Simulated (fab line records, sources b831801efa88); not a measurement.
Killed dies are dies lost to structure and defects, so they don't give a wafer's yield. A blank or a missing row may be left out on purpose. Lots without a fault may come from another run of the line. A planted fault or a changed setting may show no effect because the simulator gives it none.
Tool commonality check | flow sky130 | 14 lots, 48 wafers sampled

WHY IT WAS OPENED
At SKY_CONTACT_RS_MEAS_25 the reading CONTACT_W_RS is flagged on 2 of 14 lots. Wafers without a fault read 0.338 ohm/sq, standard deviation 0.0049.
Rule: a lot is flagged when every wafer of it that has a number lies more than 4 standard deviations from that mean, or none has a number. The other lots count as sound.

lot  | measured     | on            | CONTACT_W_RS (ohm/sq), wafer by wafer | flag
L660 | day 31 14:36 | film_metro-02 | 0.339 0.340 0.340                     |
L661 | day 31 21:32 | film_metro-03 | 0.340 0.340 0.347                     |
L662 | day 31 22:00 | film_metro-02 | 0.332 0.344 0.333                     |
L663 | day 32 12:40 | film_metro-01 | 0.339 0.339 0.330                     |
L666 | day 33 22:40 | film_metro-02 | 0.340 0.339 0.333                     |
L664 | day 34 02:44 | film_metro-01 | 0.344 0.344 0.330                     |
L667 | day 34 07:59 | film_metro-03 | 0.336 0.339 0.336                     |
L668 | day 34 14:35 | film_metro-02 | 0.337 0.339 0.336                     |
L672 | day 35 16:31 | film_metro-02 | 0.341 0.341 0.337                     |
L676 | day 36 18:14 | film_metro-03 | 0.364 0.363 0.361 0.364 0.364 0.362   | FLAGGED
L680 | day 38 01:23 | film_metro-03 | 0.341 0.332 0.345                     |
L679 | day 38 01:45 | film_metro-03 | 0.366 0.365 0.370 0.365 0.366 0.370   | FLAGGED
L681 | day 38 20:23 | film_metro-02 | 0.339 0.331 0.342                     |
L682 | day 38 21:38 | film_metro-03 | 0.333 0.341 0.334                     |
The numbers of the flagged lots are 0.365 ohm/sq on average: +0.027 ohm/sq against the usual, or +6 standard deviations.

WHICH TOOL RAN EACH LOT
The record holds 4 process steps before the reading, out of a route of 708 steps. In each cell: the tool, then ch and the chambers that the sampled wafers went through, then the start.
lot  | flag    | SKY_LOCAL_INTERCONNECT_METAL_ETCH_14 | SKY_LOCAL_INTERCONNECT_STRIP_15      | SKY_CONTACT_CMP_04            | SKY_CONTACT_CVD_24
L660 |         | rie_metal-02 ch 0,1, day 30 08:01    | plasma_asher-02 ch 0, day 30 08:04   | cmp-01 ch 0,1,3, day 30 08:55 | cvd_w-01 ch 0,1, day 31 14:29
L661 |         | rie_metal-02 ch 0,1, day 30 15:13    | plasma_asher-02 ch 0,1, day 30 15:16 | cmp-02 ch 0,1,2, day 30 16:13 | cvd_w-01 ch 0,1, day 31 21:24
L662 |         | rie_metal-03 ch 1, day 30 15:49      | plasma_asher-04 ch 0,1, day 30 15:52 | cmp-01 ch 0,2,3, day 30 16:46 | cvd_w-01 ch 0,1, day 31 21:52
L663 |         | rie_metal-03 ch 0,1, day 31 06:10    | plasma_asher-01 ch 0,1, day 31 06:13 | cmp-01 ch 0,2, day 31 07:26   | cvd_w-02 ch 0,1, day 32 12:32
L666 |         | rie_metal-02 ch 0, day 32 18:44      | plasma_asher-01 ch 0,1, day 32 18:50 | cmp-02 ch 0,1, day 32 19:41   | cvd_w-01 ch 0,1, day 33 22:33
L664 |         | rie_metal-04 ch 0,1, day 32 22:37    | plasma_asher-01 ch 0,1, day 32 22:40 | cmp-02 ch 1,2,3, day 32 23:38 | cvd_w-02 ch 0,1, day 34 02:37
L667 |         | rie_metal-03 ch 1, day 33 03:46      | plasma_asher-02 ch 0, day 33 03:49   | cmp-02 ch 0,3, day 33 04:40   | cvd_w-01 ch 0,1, day 34 07:51
L668 |         | rie_metal-03 ch 0,1, day 33 10:04    | plasma_asher-02 ch 0,1, day 33 10:07 | cmp-02 ch 1,2,3, day 33 11:01 | cvd_w-01 ch 0,1, day 34 14:29
L672 |         | rie_metal-02 ch 0,1, day 34 11:56    | plasma_asher-04 ch 0,1, day 34 12:01 | cmp-01 ch 0,2,3, day 34 12:47 | cvd_w-01 ch 0,1, day 35 16:25
L676 | FLAGGED | rie_metal-03 ch 0,1, day 35 13:23    | plasma_asher-02 ch 0,1, day 35 13:28 | cmp-01 ch 1,2,3, day 35 14:21 | cvd_w-01 ch 0,1, day 36 18:06
L680 |         | rie_metal-02 ch 0,1, day 36 21:11    | plasma_asher-01 ch 0,1, day 36 21:14 | cmp-01 ch 0,3, day 36 22:04   | cvd_w-02 ch 0,1, day 38 01:16
L679 | FLAGGED | rie_metal-03 ch 0,1, day 36 21:14    | plasma_asher-04 ch 0,1, day 36 21:18 | cmp-02 ch 1,2, day 36 22:09   | cvd_w-01 ch 0,1, day 38 01:38
L681 |         | rie_metal-02 ch 0,1, day 37 16:52    | plasma_asher-02 ch 0,1, day 37 16:55 | cmp-01 ch 0,2,3, day 37 17:47 | cvd_w-02 ch 0,1, day 38 20:15
L682 |         | rie_metal-03 ch 0,1, day 37 18:01    | plasma_asher-01 ch 0,1, day 37 18:04 | cmp-01 ch 0,2, day 37 18:53   | cvd_w-02 ch 0,1, day 38 21:31
What these steps do:
- SKY_LOCAL_INTERCONNECT_METAL_ETCH_14: etches TiN in Cl2/BCl3, stops on PSG, target depth 110 nm, time 31.4 s.
- SKY_LOCAL_INTERCONNECT_STRIP_15: strips in O2/N2.
- SKY_CONTACT_CMP_04: polishes SiO2.
- SKY_CONTACT_CVD_24: deposits W, target thk 340 nm, time 102.12 s.
- SKY_CONTACT_RS_MEAS_25: measures by four-point-probe.

FLAGGED OVER TOTAL, TOOL BY TOOL (the gauges that took the reading come last)
step                                 | tool            | lots run | flagged | share of the flagged lots | sound lots run after its first flagged lot
SKY_LOCAL_INTERCONNECT_METAL_ETCH_14 | rie_metal-02    | 6        | 0       | none                      | -
SKY_LOCAL_INTERCONNECT_METAL_ETCH_14 | rie_metal-03    | 7        | 2       | all                       | 1 (L682)
SKY_LOCAL_INTERCONNECT_METAL_ETCH_14 | rie_metal-04    | 1        | 0       | none                      | -
SKY_LOCAL_INTERCONNECT_STRIP_15      | plasma_asher-01 | 5        | 0       | none                      | -
SKY_LOCAL_INTERCONNECT_STRIP_15      | plasma_asher-02 | 6        | 1       | some                      | 1 (L681)
SKY_LOCAL_INTERCONNECT_STRIP_15      | plasma_asher-04 | 3        | 1       | some                      | 0
SKY_CONTACT_CMP_04                   | cmp-01          | 8        | 1       | some                      | 3 (L680,L681,L682)
SKY_CONTACT_CMP_04                   | cmp-02          | 6        | 1       | some                      | 0
SKY_CONTACT_CVD_24                   | cvd_w-01        | 9        | 2       | all                       | 0
SKY_CONTACT_CVD_24                   | cvd_w-02        | 5        | 0       | none                      | -
SKY_CONTACT_RS_MEAS_25               | film_metro-01   | 2        | 0       | none                      | -
SKY_CONTACT_RS_MEAS_25               | film_metro-02   | 6        | 0       | none                      | -
SKY_CONTACT_RS_MEAS_25               | film_metro-03   | 6        | 2       | all                       | 2 (L680,L682)

WHAT THE TABLE ALLOWS
3 rows of the table ran every flagged lot: rie_metal-03 at SKY_LOCAL_INTERCONNECT_METAL_ETCH_14, cvd_w-01 at SKY_CONTACT_CVD_24, film_metro-03 at SKY_CONTACT_RS_MEAS_25.
- rie_metal-03 at SKY_LOCAL_INTERCONNECT_METAL_ETCH_14: 2 of its 7 lots flagged. Sound lots ran on it after the first flagged one (L682), which a lasting fault on the whole tool wouldn't allow.
- cvd_w-01 at SKY_CONTACT_CVD_24: 2 of its 9 lots flagged. Its last sound lot is L672 (day 35 16:25), its first flagged lot L676 (day 36 18:06): a fault that began between those two fits. Its own readings lie more than 4 standard deviations out on every wafer of the flagged lots: chamber_pressure_Torr.
- film_metro-03 at SKY_CONTACT_RS_MEAS_25: 2 of its 6 lots flagged. Sound lots ran on it after the first flagged one (L680, L682), which a lasting fault on the whole tool wouldn't allow.
One tool is left: cvd_w-01 at SKY_CONTACT_CVD_24.

WHAT THE SIMULATOR HAD PUT IN
Process parameter drift: cvd_w-01, from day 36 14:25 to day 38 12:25, at SKY_CONTACT_CVD_24. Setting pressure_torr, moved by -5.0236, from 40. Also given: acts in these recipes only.
Lots struck among those shown: L676, L679. The rule above found the same.
